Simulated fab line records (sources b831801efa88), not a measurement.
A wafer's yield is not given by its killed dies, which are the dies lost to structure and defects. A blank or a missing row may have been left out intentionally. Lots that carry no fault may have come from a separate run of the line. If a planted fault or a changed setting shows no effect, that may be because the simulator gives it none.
Which of the tools did it? | flow gf180mcu | 12 lots, 36 wafers sampled, at 3 steps of a route of 602

== WHAT THE GAUGES READ, wafer by wafer ==
GF_HV_LDD_TW_MEAS_50. Usual: HV_LDD_4_TW gives 564 (standard deviation 7.3).
lot  | measured     | on            | HV_LDD_4_TW | flag
L592 | day 12 07:32 | film_metro-01 | 571 573 574 |
L597 | day 14 02:43 | film_metro-03 | 562 562 562 |
L598 | day 14 07:26 | film_metro-03 | 562 563 560 |
L604 | day 16 08:57 | film_metro-01 | 574 576 573 |
L606 | day 16 22:46 | film_metro-03 | 561 557 559 |
L607 | day 17 12:54 | film_metro-01 | 579 577 579 |
L608 | day 17 15:39 | film_metro-03 | 561 556 558 |
L609 | day 18 02:54 | film_metro-03 | 556 559 557 |
L610 | day 18 11:48 | film_metro-03 | 561 560 556 |
L613 | day 19 13:54 | film_metro-02 | 560 561 562 |
L614 | day 19 21:53 | film_metro-01 | 574 572 577 |
L615 | day 20 08:30 | film_metro-01 | 572 572 573 |

GF_HV_LDD_RS_MEAS_53: uses a four-point probe to measure. Usual: HV_LDD_RS gives 418.0 ohm/sq (standard deviation 0.94).
lot  | measured     | on            | HV_LDD_RS (ohm/sq) | flag
L592 | day 12 07:43 | film_metro-03 | 417.8 418.8 417.8  |
L597 | day 14 02:55 | film_metro-01 | 412.3 412.4 413.6  | OFF
L598 | day 14 07:37 | film_metro-02 | 413.5 412.1 412.7  | OFF
L604 | day 16 09:13 | film_metro-03 | 418.1 417.4 418.7  |
L606 | day 16 22:57 | film_metro-03 | 418.0 417.9 420.4  |
L607 | day 17 13:05 | film_metro-02 | 418.4 418.4 418.8  |
L608 | day 17 15:50 | film_metro-02 | 417.8 417.7 416.5  |
L609 | day 18 03:04 | film_metro-01 | 418.7 419.2 418.6  |
L610 | day 18 11:58 | film_metro-01 | 419.1 418.3 419.4  |
L613 | day 19 14:05 | film_metro-03 | 417.2 416.4 416.2  |
L614 | day 19 22:04 | film_metro-02 | 418.3 417.5 418.2  |
L615 | day 20 08:40 | film_metro-03 | 418.7 419.1 418.5  |

== TOOL THAT RAN EACH LOT (tool first, then ch and the chambers of the sampled wafers, then the start) ==
lot  | GF_HV_LDD_IMPLANT_36
L592 | implanter-04 ch 0, day 11 11:51
L597 | implanter-04 ch 0, day 13 05:20
L598 | implanter-04 ch 0, day 13 10:09
L604 | implanter-03 ch 0, day 15 11:10
L606 | implanter-01 ch 0, day 15 23:20
L607 | implanter-04 ch 0, day 16 13:30
L608 | implanter-04 ch 0, day 16 15:24
L609 | implanter-03 ch 0, day 17 03:17
L610 | implanter-03 ch 0, day 17 11:33
L613 | implanter-01 ch 0, day 18 13:02
L614 | implanter-04 ch 0, day 18 20:57
L615 | implanter-03 ch 0, day 19 08:33
- GF_HV_LDD_IMPLANT_36

== WHAT THE TOOLS THEMSELVES READ (means of the sampled wafers that have a number; where no wafer has one, the mark that the record gives instead) ==
GF_HV_LDD_IMPLANT_36. Usual: dose_ions_cm2 7.498e+12, standard deviation 8.9e+09; faraday_current_uA 42.2, standard deviation 0.78; tilt_deg 30.004 degrees, standard deviation 0.022.
lot  | tool         | dose_ions_cm2 | faraday_current_uA | tilt_deg (degrees) | flag
L592 | implanter-04 | 7.505e+12     | 42.2               | 30.010             |
L597 | implanter-04 | 9.453e+12     | 53.3               | 29.981             | OFF
L598 | implanter-04 | 9.462e+12     | 53.1               | 30.045             | OFF
L604 | implanter-03 | 7.500e+12     | 42.3               | 30.015             |
L606 | implanter-01 | 7.502e+12     | 43.0               | 30.002             |
L607 | implanter-04 | 7.506e+12     | 42.1               | 29.990             |
L608 | implanter-04 | 7.496e+12     | 42.2               | 29.990             |
L609 | implanter-03 | 7.484e+12     | 42.2               | 30.016             |
L610 | implanter-03 | 7.487e+12     | 41.7               | 30.001             |
L613 | implanter-01 | 7.500e+12     | 42.3               | 30.012             |
L614 | implanter-04 | 7.491e+12     | 41.8               | 30.001             |
L615 | implanter-03 | 7.493e+12     | 41.9               | 30.004             |

== THE ANSWER, worked out from the rows above alone ==
Rule: a lot is off if the mean of its wafers that have a number lies more than 3 standard deviations from the usual mean. Also off: a lot with no number at a reading for which 4 or more lots have one. Any other lot the step has rows for is counted as sound. Order of review: gauges by route order, followed by the tools' own readings, for which a lot's mean as printed above is used. The first step at which some lot is off is used, and at that step the reading that is off furthest; a lot without a number counts as furthest.
Off: at GF_HV_LDD_RS_MEAS_53 (HV_LDD_RS), L597, L598.
A tool fits if, at a process step before that reading, it ran every lot that is off, and no sound lot after the first of them. Not tried: the gauges at GF_HV_LDD_RS_MEAS_53; whatever is off there is also off at GF_HV_LDD_IMPLANT_36, on other tools, and gauge error can't account for it. None of those tried fits.

== WHAT THE SIMULATOR HAD PUT IN ==
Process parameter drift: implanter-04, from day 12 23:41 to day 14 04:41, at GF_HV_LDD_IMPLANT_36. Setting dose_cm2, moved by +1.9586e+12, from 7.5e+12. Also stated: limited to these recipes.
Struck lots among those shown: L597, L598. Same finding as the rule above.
